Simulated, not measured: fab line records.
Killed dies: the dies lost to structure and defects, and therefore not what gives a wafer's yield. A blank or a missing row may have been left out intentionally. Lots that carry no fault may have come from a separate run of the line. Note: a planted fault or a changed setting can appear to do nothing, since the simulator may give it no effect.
A lot that was struck, set against a sound lot | flow sky130 | 19 out of 708 route steps
Sound: wafers L607.1, L607.2, L607.6. Wafers L620.2, L620.3, L620.6 were the ones struck. The cause is given at the end.
Per side, at each step with rows, come the tool, then ch with its chambers, and then its first start. Under that, the readings that differ: sound wafers | struck wafers | difference of the means | sigmas: that difference in standard deviations of wafers without a fault.
alike: same words and numbers on both sides, and readings whose means sit less than 2 such deviations apart. not compared: any withheld reading, any reading some wafer has no value for, any bound like >300 that may hide the same value, and any number with overlapping values for which the record gives no deviation.
A row with sigmas, a row that says differs or no value, or rows on one side alone: a step with any of these is where the two part. Numbers that have no deviation but don't overlap get no sigmas and don't part them. A reading that every wafer of one side lacks parts them only if that side has two wafers or more.

SKY_METAL4_STRIP_19: strips in O2/N2.
  sound on plasma asher-04 ch 0,1, day 41 16:03; struck on plasma asher-04 ch 0, day 45 22:39
  alike: drypump motor current A, oes product au, strip time to endpoint s
  not compared: rf hours counter h
then, 4 steps without rows for these wafers: SKY_METAL4_STRIP_20 (strips in post etch residue remover, time 1200 s); SKY_METAL4_CLEAN_21 (cleans in IPA, time 180 s); SKY_METAL4_CLEAN_22 (cleans in O3/DIW); SKY_VIA4_HDPCVD_00 (deposits SiO2, target thk 1750 nm, time 291.7 s).
SKY_VIA4_THK_MEAS_01:
  sound on film metro-01, day 41 16:49; struck on film metro-01, day 45 23:26
  alike: VIA4_HDPCVD_THK
SKY_VIA4_CMP_02: polishes SiO2.
  sound on cmp-01 ch 0,3, day 41 16:53; struck on cmp-01 ch 0,2, day 45 23:29
  alike: edge zone pressure frac, motor current A
SKY_VIA4_BOW_MEAS_03:
  sound on film metro-04, day 41 17:11; struck on film metro-04, day 45 23:48
  alike: VIA4_BOW
then, 4 steps without rows for these wafers: SKY_VIA4_DEHYDRATE_04 (time 60 s); SKY_VIA4_HMDS_05 (prime time 60 s); SKY_VIA4_COAT_06 (resist thk 1140 nm); SKY_VIA4_SOFTBAKE_07 (time 60 s).
SKY_VIA4_EXPOSE_08: exposes mask VIM4, target cd 800 nm.
  sound on iline stepper-01 ch 0, day 42 05:13; struck on iline stepper-01 ch 0, day 46 09:21
  alike: mask, focus offset nm
then, 2 steps without rows for these wafers: SKY_VIA4_PEB_09; SKY_VIA4_DEVELOP_10 (develop time 60 s).
SKY_VIA4_OVL_MEAS_11:
  sound on overlay-02, day 42 14:40; struck on overlay-02, day 46 19:52
  alike: VIA4_OVL
SKY_VIA4_ETCH_12: etches SiO2 in C4F8/O2/Ar, stops on TiN, target depth 580 nm.
  sound on rie diel-04 ch 0,3, day 42 14:43; struck on rie diel-03 ch 0,2,3, day 46 19:54
  reading               | sound             | struck            | difference | sigmas
  model.VIA4.cd nm (nm) | 799.5 799.1 799.1 | 820.7 819.6 851.6 | +31.4      |
  alike: oes product au, rf fwd power W
SKY_VIA4_STRIP_13: strips in O2/N2.
  sound on plasma asher-03 ch 0,1, day 42 14:47; struck on plasma asher-04 ch 1, day 46 19:58
  reading                     | sound          | struck         | difference | sigmas
  drypump motor current A (A) | 5.46 5.40 5.37 | 5.81 5.83 5.81 | +0.41      | +2
  alike: oes product au, strip time to endpoint s
  not compared: rf hours counter h
-- the record jumps here: 3 days lie between the struck wafers' starts before and after (it left off in module VIA4 and takes up again in module PAD_OPEN, whose first step shown is number 708 of the route) --
SKY_PAD_OPEN_PROBE_99:
  sound on prober-01, day 45 13:53; struck on prober-02, day 49 10:12
  reading                       | sound               | struck               | difference | sigmas
  model.etest.via4 chain.rc ohm | 0.798 0.8195 0.8135 | 0.6956 0.7572 0.7309 | -0.0824    |
  alike: defect limited yield, killed_at_M0_to_M3, killed_at_M4_up, killed at contacts, killed at front end, killed at other, killed dies, killed open, killed short, sort_bin_3_pad_short, sort_bin_5_function, sort_bin_6_memory, sort n pass, sort yield pct

WHERE THEY PART
Only at SKY_VIA4_STRIP_13, within this record. Later steps at which nothing parts them and some readings are alike: SKY_PAD_OPEN_PROBE_99.

WHY: the cause the simulator had injected
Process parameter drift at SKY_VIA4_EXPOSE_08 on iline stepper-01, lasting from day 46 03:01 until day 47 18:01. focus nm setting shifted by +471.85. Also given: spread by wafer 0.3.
